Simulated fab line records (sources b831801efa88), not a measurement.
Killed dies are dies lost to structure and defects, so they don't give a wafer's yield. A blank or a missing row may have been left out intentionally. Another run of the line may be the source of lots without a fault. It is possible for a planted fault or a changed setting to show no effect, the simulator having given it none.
Chamber matching -- flow sky130 -- SKY_VIA2_ETCH_15 on rie-diel-02 has 3 sister chambers
The step etches SiO2 in C4F8/O2/Ar, stops on TiN, target depth 546 nm, time 84 s. 3 wafers are shown with their chamber, then 5 later ones without.

## WAFERS, EACH WITH ITS CHAMBER
wafer,chamber,oes-product-au (a.u.)
L076.6,2,0.939
L080.2,0,0.939
L080.3,3,0.943

## WAFERS MISSING THEIR CHAMBER
wafer,oes-product-au (a.u.)
L080.6,0.937
L085.4,0.940
L085.6,0.936
L090.3,0.943
L090.5,0.934

## THE CHAMBER EACH PASSED THROUGH
wafer,from the rows above,in truth
L080.6,can't be placed: 0 or 2 or 3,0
L085.4,can't be placed: 0 or 2 or 3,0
L085.6,can't be placed: 0 or 2 or 3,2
L090.3,can't be placed: 3 or 0 or 2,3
L090.5,can't be placed: 0 or 2 or 3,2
Correct placement for 0 of the 5. Unplaceable from these rows: 5, with the true chamber sitting among the candidates in 5. 0 placed wrongly.
How it was worked out, from the rows above alone: a wafer's distance from a chamber is the root of the sum, over the readings, of the square of ((its reading less the chamber's mean) divided by the reading's scatter). The wafer belongs to the nearest chamber; if the next one is less than 2 further off, it can't be placed. For every chamber, the mean is computed from those of its wafers that are shown. The scatter (one wafer shown for each chamber): square how far every hidden wafer sits from the nearest shown wafer, average those squares and take the square root.
